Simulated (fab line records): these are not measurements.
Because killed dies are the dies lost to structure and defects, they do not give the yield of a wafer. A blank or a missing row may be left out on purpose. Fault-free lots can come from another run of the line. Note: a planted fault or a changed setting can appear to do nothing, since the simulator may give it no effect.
A single fault, viewed from 2 desks ; flow sfq-line ; numbers are kept per desk, each desk with only its own; the story behind them comes last

== AT THE METROLOGY DESK ==
What the gauges read for every lot (on any tool): the sampled wafers with a number, averaged. The brackets show how far a lot's mean lies from the usual mean; more than 4 standard deviations puts the lot out of limits, marked OUT.
Columns: A = M7_OVL at SFQ_M7_OVL_MEAS_945, usual 1 nm; B = I7_BOW at SFQ_I7_BOW_MEAS_946, usual 4 um; C = I7_OVL at SFQ_I7_OVL_MEAS_947, usual 1 nm
lot;first seen here;A;B;C
L519;day 80 04:17;-6;4;1
L520;day 80 23:13;2;-17;5
L526;day 81 16:07;-0;6;7
L528;day 82 03:13;6;6;-7
L529;day 82 05:14;3;2;3
L530;day 82 11:14;-8;-4;6
L531;day 82 14:50;-6;-5;5
Result from this desk: across the 7 lots, nothing is out of limits.

== TOOL OWNER'S DESK, litho-track-01 ==
The tool's own readings at SFQ_TRILAYER_I7_VIA_LITHO_COAT_187 (resist thk 650 nm): means of the sampled wafers that have a number, for each lot that ran on this tool. The brackets show how far a lot's mean lies from the usual mean; more than 4 standard deviations puts the lot out of limits, marked OUT.
Columns: A = dispense-pressure-kPa at SFQ_TRILAYER_I7_VIA_LITHO_COAT_187, usual 50.2 kPa; B = spin-speed-rpm at SFQ_TRILAYER_I7_VIA_LITHO_COAT_187, usual 3000.3 rpm
lot;first seen here;A;B
L519;day 80 10:07;48.2;3000.9
L526;day 81 21:50;48.2;2649.6 (-99 or more) OUT
L528;day 82 08:55;48.2;2648.0 (-99 or more) OUT
L531;day 82 20:34;48.2;2650.2 (-99 or more) OUT
Finding of this desk: L526, L528, L531 out of limits; the first was L526 at day 81 21:50, on spin-speed-rpm at SFQ_TRILAYER_I7_VIA_LITHO_COAT_187. Within limits: L519.

== ALL TOGETHER ==
On L526, L528, L531, at day 81 21:50, an alarm was possible from the tool owner's desk.
Nothing out of limits was seen by the metrology desk.
The metrology desk has L526, L528, L531 on record, within its limits.
On litho-track-01, each named lot ran SFQ_TRILAYER_I7_VIA_LITHO_COAT_187.

== WHAT THE SIMULATOR HAD PUT IN ==
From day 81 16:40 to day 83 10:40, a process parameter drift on litho-track-01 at SFQ_TRILAYER_I7_VIA_LITHO_COAT_187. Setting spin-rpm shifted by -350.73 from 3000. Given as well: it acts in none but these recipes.
Lots struck among those shown: L526, L528, L531.
Delay in hours, fault start to first out-of-limits reading, by desk: the tool owner's desk at 5.
